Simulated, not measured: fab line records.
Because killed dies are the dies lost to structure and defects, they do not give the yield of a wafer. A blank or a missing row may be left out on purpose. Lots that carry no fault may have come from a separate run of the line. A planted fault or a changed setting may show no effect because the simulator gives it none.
Struck lot and sound lot, side by side    flow sfq-line    43 steps out of a route of 325
Sound: the wafers L774.1, L774.2, L774.6. Wafers struck: L769.1, L769.3, L769.5. The cause is given at the end.
For every step that has rows: the tool of each side, followed by ch and its chambers, followed by its first start. Under that, the readings that differ: sound wafers    struck wafers    difference of the means    sigmas: that difference in standard deviations of wafers without a fault.
alike: same words and numbers on both sides, and readings whose means sit less than 2 such deviations apart. not compared: any withheld reading, any reading some wafer has no value for, any bound like >300 that may hide the same value, and any number with overlapping values for which the record gives no deviation.
Wherever a step has rows on one side only, a row that says differs or no value, or a row with sigmas, the two part there. Numbers that have no deviation but don't overlap get no sigmas and don't part them. Lack of a reading on every wafer of one side parts them only where that side has two or more wafers.

first, 6 steps without rows for these wafers: SFQ_TRILAYER_I4_VIA_LITHO_COAT_108 (resist thk 62 nm); SFQ_TRILAYER_I4_VIA_LITHO_COAT_103 (resist thk 650 nm); SFQ_TRILAYER_I4_VIA_LITHO_SOFTBAKE_107; SFQ_TRILAYER_I4_VIA_LITHO_EXPOSE_104 (exposes mask I4, target cd 700 nm); SFQ_TRILAYER_I4_VIA_LITHO_PEB_106 (peb time 60 s); SFQ_TRILAYER_I4_VIA_LITHO_DEVELOP_105 (time 60 s).
SFQ_I4_OVL_MEAS_928:
  struck on overlay-01, day 46 07:13; sound on overlay-02, day 47 21:24
  alike: I4_OVL
SFQ_TRILAYER_I4_VIA_BARC_OPEN_VIA_ETCH_146: etches BARC in O2, target depth 125 nm, time 41.7 s.
  sound on rie-diel-02 ch 0,1, day 47 21:26; struck on rie-diel-02 ch 1,3, day 46 07:15
  alike: drypump-motor-current-A, oes-product-au
  not compared: rf-hours-counter-h
SFQ_TRILAYER_I4_VIA_ETCH_VIA_ETCH_106: etches SiO2 in CHF3, stops on Nb, target depth 260 nm.
  sound on rie-diel-02 ch 0,1, day 47 21:28; struck on rie-diel-02 ch 1,3, day 46 07:17
  alike: drypump-motor-current-A, oes-product-au
SFQ_TRILAYER_I4_VIA_STRIP_STRIP_107: strips in O2.
  sound on rie-metal-01 ch 0,1, day 47 21:35; struck on rie-metal-02 ch 0,1, day 46 07:24
reading                sound              struck             difference  sigmas
oes-product-au (a.u.)  1.008 1.017 1.003  0.989 0.998 0.983  -0.019      -2
  alike: drypump-motor-current-A
  not compared: rf-hours-counter-h
then, 2 steps without rows for these wafers: SFQ_TRILAYER_I4_VIA_STRIP_SOLV_CLEAN_108 (cleans in NMP, time 600 s); SFQ_TRILAYER_JJ_TRILAYER_DEP_PRE_CLEAN_113 (time 22.5 s).
SFQ_TRILAYER_JJ_TRILAYER_DEP_SPUTTER_109: material Nb, target thk 150 nm, time 100 s.
  struck on pvd-sputter-06, day 46 08:12; sound on pvd-sputter-03, day 47 22:25
  no value came back on the struck wafers for base-pressure-pa (Pa), cathode-dc-power-W (W), substrate-temp-c (C), throttle-valve-pct (%); on the sound wafers base-pressure-pa (Pa) reads 1.27e-06 1.24e-06 1.65e-06
SFQ_TRILAYER_JJ_TRILAYER_DEP_SPUTTER_110: material Al, target thk 8 nm, time 10 s.
  struck on pvd-sputter-06, day 46 08:17; sound on pvd-sputter-03, day 47 22:30
  alike: base-pressure-pa, cathode-dc-power-W, throttle-valve-pct
then, 2 steps without rows for these wafers: SFQ_TRILAYER_JJ_TRILAYER_DEP_AL_OXIDATION_111 (oxidation time 600 s); SFQ_TRILAYER_JJ_TRILAYER_DEP_SPUTTER_112 (material Nb, target thk 170 nm, time 110.3 s).
SFQ_JJ_RS_MEAS_929: measurement is done with a four-point probe.
  struck on film-metro-03, day 46 09:23; sound on film-metro-02, day 47 23:36
reading            sound              struck             difference  sigmas
JJ_NB_RS (ohm/sq)  1.084 1.095 1.101  1.065 1.070 1.076  -0.023      -2
then, 6 steps without rows for these wafers: SFQ_TRILAYER_JJ_CE_LITHO_COAT_119 (resist thk 62 nm); SFQ_TRILAYER_JJ_CE_LITHO_COAT_114 (resist thk 600 nm); SFQ_TRILAYER_JJ_CE_LITHO_SOFTBAKE_118; SFQ_TRILAYER_JJ_CE_LITHO_EXPOSE_115 (exposes mask J5, target cd 700 nm); SFQ_TRILAYER_JJ_CE_LITHO_PEB_117 (peb time 60 s); SFQ_TRILAYER_JJ_CE_LITHO_DEVELOP_116 (time 60 s).
-- the record jumps here: 6 days lie between the struck wafers' starts before and after --
SFQ_JJ_OVL_MEAS_931:
  struck on overlay-01, day 52 07:23; sound on overlay-01, day 53 10:18
  alike: J5_OVL
then, 2 steps without rows for these wafers: SFQ_TRILAYER_JJ_CE_METRO_MEASURE_117; SFQ_TRILAYER_JJ_CE_BARC_OPEN_RIE_150 (chemistry O2, target BARC, target depth 240 nm, time 80 s).
SFQ_TRILAYER_JJ_CE_ETCH_RIE_118: chemistry SF6, target Nb, stops on Al2O3, time 97.7 s, target depth 170 nm.
  sound on rie-metal-01 ch 0,1, day 53 11:38; struck on rie-metal-01 ch 0,1, day 52 08:43
  alike: drypump-motor-current-A, oes-product-au
  not compared: rf-hours-counter-h
then, 9 steps without rows for these wafers: SFQ_TRILAYER_JJ_ANODIZE_ANODIZE_119; SFQ_TRILAYER_JJ_CE_STRIP_STRIP_120 (strips in O2); SFQ_TRILAYER_JJ_CE_STRIP_SOLV_CLEAN_121 (cleans in NMP, time 600 s); SFQ_TRILAYER_M5_LITHO_COAT_128 (resist thk 62 nm); SFQ_TRILAYER_M5_LITHO_COAT_123 (resist thk 600 nm); SFQ_TRILAYER_M5_LITHO_SOFTBAKE_127; SFQ_TRILAYER_M5_LITHO_EXPOSE_124 (exposes mask M5, target cd 700 nm); SFQ_TRILAYER_M5_LITHO_PEB_126 (peb time 60 s); SFQ_TRILAYER_M5_LITHO_DEVELOP_125 (time 60 s).
-- the record jumps here: 5 days lie between the struck wafers' starts before and after --
SFQ_M5_OVL_MEAS_932:
  struck on overlay-01, day 57 18:04; sound on overlay-02, day 58 21:06
  alike: M5_OVL
then, 1 step without rows for these wafers: SFQ_TRILAYER_M5_BARC_OPEN_METAL_ETCH_161 (etches BARC in O2, target depth 125 nm, time 41.7 s).
SFQ_TRILAYER_M5_ETCH_METAL_ETCH_126: etches Nb in Cl2/BCl3, stops on SiO2, time 203.2 s, target depth 265 nm.
  sound on rie-metal-04 ch 0,1, day 58 21:11; struck on rie-metal-03 ch 1, day 57 18:13
reading                         sound              struck             difference  sigmas
drypump-motor-current-A (A)     5.43 5.03 5.05     5.74 5.72 5.76     +0.57       +2
oes-product-au (a.u.)           0.735 0.739 0.741  0.370 0.371 0.372  -0.367      -62
model.M5.feature-depth-nm (nm)  165.2 164.2 165    12.35 12.52 12.33  -152.40     
model.etch.depth-nm (nm)        152.9 151.8 152.6  0 0 0              -152        
  not compared: rf-hours-counter-h
then, 2 steps without rows for these wafers: SFQ_TRILAYER_M5_STRIP_STRIP_127 (strips in O2); SFQ_TRILAYER_M5_STRIP_SOLV_CLEAN_128 (cleans in NMP, time 600 s).
-- the record jumps here: 6 days lie between the struck wafers' starts before and after --
SFQ_TRILAYER_R5_LITHO_EXPOSE_137: exposes mask R5, target cd 500 nm.
  sound on krf-scanner-02 ch 0, day 64 09:54; struck on krf-scanner-02, day 63 07:31
  no value came back on the struck wafers for exposure-dose-mJ-cm2, focus-offset-nm (nm); on the sound wafers exposure-dose-mJ-cm2 reads 14.415 14.392 14.419
  alike: mask
-- the record jumps here: 19 days lie between the struck wafers' starts before and after --
SFQ_M8_BOW_MEAS_951:
  struck on film-metro-03, day 82 09:11; sound on film-metro-04, day 83 12:54
reading                        sound              struck             difference  sigmas
model.etest.m5.ohm-sq          1.168 1.176 1.17   1e+06 1e+06 1e+06  +1e+06      
model.etest.m5.ohm-um          1.663 1.679 1.669  1e+06 1e+06 1e+06  +1e+06      
model.etest.i4.link-ohm        2.153 2.168 2.165  1e+06 1e+06 1e+06  +1e+06      
model.etest.i5.link-ohm        2.251 2.274 2.261  1e+06 1e+06 1e+06  +1e+06      
model.etest.r5.comb-log10-ohm  12 12 12           0 0 0              -12         
model.etest.jj.g-times         1.003 1.002 1.001  0 0 0              -1          
  alike: M8_BOW

## WHERE THEY PART
First at SFQ_TRILAYER_I4_VIA_STRIP_STRIP_107; last, within this record, at SFQ_TRILAYER_R5_LITHO_EXPOSE_137. Later steps at which nothing parts them and some readings are alike: SFQ_M8_BOW_MEAS_951.

WHY: the cause the simulator had injected
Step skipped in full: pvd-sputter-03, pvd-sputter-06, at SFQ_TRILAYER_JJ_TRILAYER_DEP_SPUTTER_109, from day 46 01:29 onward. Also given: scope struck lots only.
